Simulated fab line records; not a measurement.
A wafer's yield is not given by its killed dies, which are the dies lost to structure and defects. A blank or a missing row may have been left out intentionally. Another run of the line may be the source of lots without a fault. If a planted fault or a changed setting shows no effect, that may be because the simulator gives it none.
Matching of chambers ; flow gf180mcu ; 4 sister chambers for GF_V4_CMP_04 on cmp-02
The step polishes SiO2. 22 wafers are shown with their chamber, then 11 later ones without.

== WAFERS, EACH WITH ITS CHAMBER ==
wafer;chamber;motor-current-A (A);time-to-endpoint-s (s)
L077.1;1;12.0;76
L077.2;3;11.4;78
L077.6;1;12.1;77
L078.1;1;12.2;65
L078.2;2;13.8;69
L078.3;3;11.1;69
L079.2;0;12.6;81
L079.5;3;11.5;80
L079.6;2;13.5;85
L083.1;1;12.4;79
L083.2;3;11.5;74
L083.4;2;13.6;82
L085.3;1;11.9;78
L085.4;2;13.2;77
L085.5;3;11.1;81
L087.3;0;12.1;80
L087.4;3;11.4;77
L087.5;2;12.6;85
L088.1;2;13.3;82
L088.2;0;11.7;83
L088.6;0;12.2;85
L089.3;1;12.1;69

SIGNATURES (means of the wafers above)
reading;chamber 0;chamber 1;chamber 2;chamber 3;scatter within a chamber
motor-current-A;12.150;12.117;13.333;11.333;0.299
time-to-endpoint-s;82.25;74.00;80.00;76.50;5.06
Rule: a wafer's distance from a chamber is the root of the sum, over the readings, of the square of ((its reading less the chamber's mean) divided by the reading's scatter). The wafer belongs to the nearest chamber; if the next one is less than 2 further off, it can't be placed. The scatter is the square root of a quotient: the sum, over the shown wafers, of each reading's squared deviation from its chamber's mean, divided by wafers minus chambers.

== WAFERS WITH NO CHAMBER GIVEN ==
wafer;motor-current-A (A);time-to-endpoint-s (s)
L089.4;12.2;83
L089.5;11.0;87
L093.1;12.0;68
L093.2;11.4;74
L093.5;12.1;75
L095.2;12.3;80
L095.4;12.2;76
L095.5;12.9;79
L096.2;13.2;79
L096.3;12.5;68
L096.6;12.7;85

== WHICH CHAMBER EACH WENT THROUGH ==
wafer;from the rows above;in truth
L089.4;can't be placed: 0 or 1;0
L089.5;can't be placed: 3 or 0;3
L093.1;can't be placed: 1 or 3 or 0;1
L093.2;can't be placed: 3 or 1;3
L093.5;can't be placed: 1 or 0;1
L095.2;can't be placed: 0 or 1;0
L095.4;can't be placed: 1 or 0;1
L095.5;can't be placed: 2 or 0 or 1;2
L096.2;2;2
L096.3;can't be placed: 1 or 0 or 2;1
L096.6;can't be placed: 0 or 2 or 1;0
Correct placement for 1 of the 11. Cannot be placed on the basis of these rows: 10; the candidates contain the true chamber in 10. Number placed wrongly: 0.
